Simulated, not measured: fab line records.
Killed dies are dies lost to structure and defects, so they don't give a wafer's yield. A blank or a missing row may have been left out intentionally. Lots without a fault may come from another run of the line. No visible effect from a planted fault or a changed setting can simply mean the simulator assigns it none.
Problem report, 8D (eight disciplines) form, completed by code :: flow sky130 :: the parts of the form that need people (team, actions taken, sign-off) are left out

## 1. THE PROBLEM
Mean of cathode_dc_power_W at SKY_METAL4_SPUTTER_03: 2877.3 W across 2 wafers in 2 lots; on wafers with no fault it is 3000.0 W (standard deviation 0.51). That is -99 or more standard deviations from the usual mean.
The step: material Ti, target thk 5 nm, time 3.3 s.
First seen on wafer L324.3, day 43 15:11, on pvd_sputter-01. At this step, 33 wafers from 11 lots have a number in the record. The rule behind "out" and "out of limits": a value lying over 4 standard deviations away from the usual mean. The rest of the wafers with a number are treated as sound.

## 2. WHAT IT IS; WHAT IT IS NOT
question: which readings at this step
is: cathode_dc_power_W
is not: -

question: which lots
is: L324, L329
is not: L315, L317, L320, L321, L322, L323, L325, L332, L333

question: which wafers of those lots
is: L324.3, L329.3
is not: L324.2, L324.5, L329.2, L329.6

question: read on which tools
is: pvd_sputter-01
is not: pvd_sputter-03, pvd_sputter-04

question: when
is: from day 43 15:11
is not: up to then (20 sound wafers); but 11 sound wafers of L325, L329, L332, L333 came after

## 3. WHAT RULES OUT EACH SUSPECT
Counting: any tool at a process step up to the reading remains a suspect provided it ran every lot that is out. Sound lots after the first of them don't rule it out here, since some wafers of a struck lot are sound.
- pvd_sputter-01 at SKY_METAL4_SPUTTER_03 (material Ti, target thk 5 nm, time 3.3 s): kept. It ran every lot that is out, first L324 (day 43 15:11); its last sound lot up to then is L322 (day 43 04:03). Out on those wafers are its own readings of cathode_dc_power_W.
Remaining after the count: pvd_sputter-01 at SKY_METAL4_SPUTTER_03.

## 4. THE CAUSE (what the simulator had put in)
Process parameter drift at SKY_METAL4_SPUTTER_03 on pvd_sputter-01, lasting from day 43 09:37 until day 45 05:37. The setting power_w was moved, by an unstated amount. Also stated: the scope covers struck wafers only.
Counting left only this tool.

## 5. SEQUENCE OF EFFECTS, ordered by route
Each row: a reading whose mean over the struck wafers that have a number lies more than 3 standard deviations from the usual. Readings are gone through only where the record gives a usual standard deviation; hours: the median, over the lots, of the time from a lot's start at the first step in this table giving one to that lot's start at this step; sigmas: the change measured in usual standard deviations.
hours: 0
step: SKY_METAL4_SPUTTER_03
reading: cathode_dc_power_W
usual: 3000.0 W
on struck wafers: 2877.3
change: -122.7
sigmas: -99 or more

hours: 0
step: SKY_METAL4_SPUTTER_03
reading: throttle_valve_pct
usual: 29.5 %
on struck wafers: 32.1
change: +2.6
sigmas: +3.1

hours: 0
step: SKY_METAL4_SPUTTER_04
reading: throttle_valve_pct
usual: 29.5 %
on struck wafers: 32.3
change: +2.8
sigmas: +3.3
The process steps in it:
- SKY_METAL4_SPUTTER_03: material Ti, target thk 5 nm, time 3.3 s.
- SKY_METAL4_SPUTTER_04: material TiN, target thk 70 nm, time 58.3 s.

## 6. HOW IT WOULD HAVE BEEN CAUGHT EARLIER
The fault began at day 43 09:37; the first out-of-limits reading in this record came at day 43 15:11, 6 hours later.
